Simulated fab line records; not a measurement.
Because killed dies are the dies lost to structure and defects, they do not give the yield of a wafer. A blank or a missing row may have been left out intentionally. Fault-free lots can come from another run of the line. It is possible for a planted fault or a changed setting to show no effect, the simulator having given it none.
Which tool was responsible? :: flow gf180mcu :: at 1 step of a route of 602, 12 lots with 36 wafers sampled

== WHAT THE GAUGES READ, wafer by wafer ==
GF_STI_THK_MEAS_22.
lot: L075
measured: day 2 08:38
on: film metro-04
STI_OXIDATION_01_THK (nm): 14.8 14.4 14.9

lot: L077
measured: day 2 19:23
on: film metro-02
STI_OXIDATION_01_THK (nm): 15.1 14.9 14.6

lot: L079
measured: day 3 05:05
on: film metro-02
STI_OXIDATION_01_THK (nm): 14.5 14.8 14.7

lot: L081
measured: day 3 17:11
on: film metro-02
STI_OXIDATION_01_THK (nm): 15.4 15.4 15.6

lot: L083
measured: day 4 02:29
on: film metro-03
STI_OXIDATION_01_THK (nm): 15.0 15.1 15.0

lot: L085
measured: day 4 11:53
on: film metro-04
STI_OXIDATION_01_THK (nm): 15.1 15.1 15.0

lot: L087
measured: day 5 00:19
on: film metro-04
STI_OXIDATION_01_THK (nm): 14.5 14.7 14.7

lot: L089
measured: day 5 10:03
on: film metro-04
STI_OXIDATION_01_THK (nm): 14.7 14.8 15.0

lot: L091
measured: day 5 19:59
on: film metro-03
STI_OXIDATION_01_THK (nm): 15.4 15.0 15.3

lot: L093
measured: day 6 05:49
on: film metro-04
STI_OXIDATION_01_THK (nm): 14.9 15.0 15.3

lot: L095
measured: day 6 14:53
on: film metro-04
STI_OXIDATION_01_THK (nm): 14.9 15.1 14.9

lot: L097
measured: day 7 03:52
on: film metro-03
STI_OXIDATION_01_THK (nm): 15.2 15.3 15.5

== WHAT TOOL EACH LOT RAN ON (gives the tool, then ch and the chambers of the sampled wafers, and finally the start) ==
Before these readings, the record contains no process step.

== THE ANSWER, worked out from the rows above alone ==
Rule: what is usual is taken from the lots themselves. The widest of any qualifying gaps counts: lots, ordered by their means at a reading, are off when they make up no more than a third of the lots, leave a main group of 4 or more, and stand apart from it by 3 or more times the standard deviation of that group's means. A main group whose means are all the same, to the digits that the tables above print for the reading, isn't used. A lot without any number at a reading at which 4 lots or more have one is off too. The other lots that the step has rows for count as sound.
No lot is off at any reading shown: from this, nothing can be told.

== WHAT THE SIMULATOR HAD PUT IN ==
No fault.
